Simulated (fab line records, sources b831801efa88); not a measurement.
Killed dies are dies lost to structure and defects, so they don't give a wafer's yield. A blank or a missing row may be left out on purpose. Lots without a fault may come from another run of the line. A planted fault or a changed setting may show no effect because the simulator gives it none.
Which tool did it? | flow sky130 | 11 lots, 31 wafers sampled, at 4 steps of a route of 708

WHAT THE GAUGES READ, wafer by wafer
SKY_POLY_GATE_THK_MEAS_21.
lot  | measured     | on            | POLY_GATE_OXIDATION_THK (nm)
L543 | day 16 17:43 | film_metro-02 | 3.97 3.95 3.89
L544 | day 17 12:19 | film_metro-03 | 4.10 4.04 4.12
L547 | day 18 16:56 | film_metro-03 | 4.03 4.01 3.97
L548 | day 18 16:57 | film_metro-01 | 3.96 4.03 4.00
L552 | day 20 05:37 | film_metro-01 | 4.09 4.04
L553 | day 20 15:56 | film_metro-01 | 3.93 3.97
L560 | day 23 07:34 | film_metro-03 | 3.98 4.03 4.04
L561 | day 23 11:22 | film_metro-01 | 3.99 4.04 3.97
L562 | day 23 16:46 | film_metro-01 | 3.95 4.01 3.98
L563 | day 24 08:05 | film_metro-03 | 3.86 3.90 3.84
L565 | day 24 19:36 | film_metro-01 | 4.08 4.03 4.05

WHICH TOOL RAN EACH LOT (tool, then ch and the chambers of the sampled wafers, then the start)
lot  | SKY_PWDE_STRIP_09                   | SKY_POLY_GATE_ETCH_15              | SKY_POLY_GATE_STRIP_18
L543 | plasma_asher-03 ch 0,1, day 4 05:26 | rie_diel-01 ch 0,1, day 16 15:16   | plasma_asher-02 ch 0,1, day 16 15:32
L544 | plasma_asher-04 ch 0,1, day 4 09:06 | rie_diel-04 ch 0,2,3, day 17 08:58 | plasma_asher-01 ch 0,1, day 17 09:13
L547 | plasma_asher-04 ch 0,1, day 5 02:23 | rie_diel-04 ch 0,1,2, day 18 14:31 | plasma_asher-01 ch 0,1, day 18 14:46
L548 | plasma_asher-02 ch 0,1, day 5 03:05 | rie_diel-01 ch 0,2,3, day 18 14:40 | plasma_asher-01 ch 0,1, day 18 14:55
L552 | plasma_asher-03 ch 0,1, day 6 03:21 | rie_diel-01 ch 1, day 20 03:20     | plasma_asher-01 ch 0, day 20 03:35
L553 | plasma_asher-04 ch 0, day 6 07:44   | rie_diel-01 ch 1,2, day 20 14:16   | plasma_asher-02 ch 0, day 20 14:32
L560 | plasma_asher-02 ch 0,1, day 8 01:46 | rie_diel-04 ch 1,3, day 23 05:55   | plasma_asher-01 ch 0,1, day 23 06:09
L561 | plasma_asher-02 ch 1, day 8 07:48   | rie_diel-04 ch 2,3, day 23 09:43   | plasma_asher-02 ch 0,1, day 23 09:57
L562 | plasma_asher-03 ch 0,1, day 8 11:21 | rie_diel-04 ch 1,2,3, day 23 15:07 | plasma_asher-02 ch 0,1, day 23 15:22
L563 | plasma_asher-02 ch 0, day 8 18:11   | rie_diel-04 ch 0,1,2, day 24 03:59 | plasma_asher-01 ch 0,1, day 24 04:14
L565 | plasma_asher-03 ch 0,1, day 9 07:30 | rie_diel-02 ch 0,1,3, day 24 17:56 | plasma_asher-01 ch 0,1, day 24 18:11
- SKY_PWDE_STRIP_09: strips in O2/N2.
- SKY_POLY_GATE_ETCH_15: etches BARC in N2/H2, stops on SiO2, time 118.5 s, target depth 110 nm.
- SKY_POLY_GATE_STRIP_18: strips in O2/N2.

THE ANSWER, worked out from the rows above alone
Rule: what is usual is taken from the lots themselves. Put in order of their means at a reading, lots are off if they are a third of the lots or fewer, leave a main group of 4 or more, and stand apart from it by a gap of 3 or more times the standard deviation of the main group's means; of several such gaps the widest counts. A main group whose means are all the same, to the digits that the tables above print for the reading, isn't used. A lot without any number at a reading at which 4 lots or more have one is off too. The other lots that the step has rows for count as sound.
No lot is off at any reading shown: from this, nothing can be told.

WHAT THE SIMULATOR HAD PUT IN
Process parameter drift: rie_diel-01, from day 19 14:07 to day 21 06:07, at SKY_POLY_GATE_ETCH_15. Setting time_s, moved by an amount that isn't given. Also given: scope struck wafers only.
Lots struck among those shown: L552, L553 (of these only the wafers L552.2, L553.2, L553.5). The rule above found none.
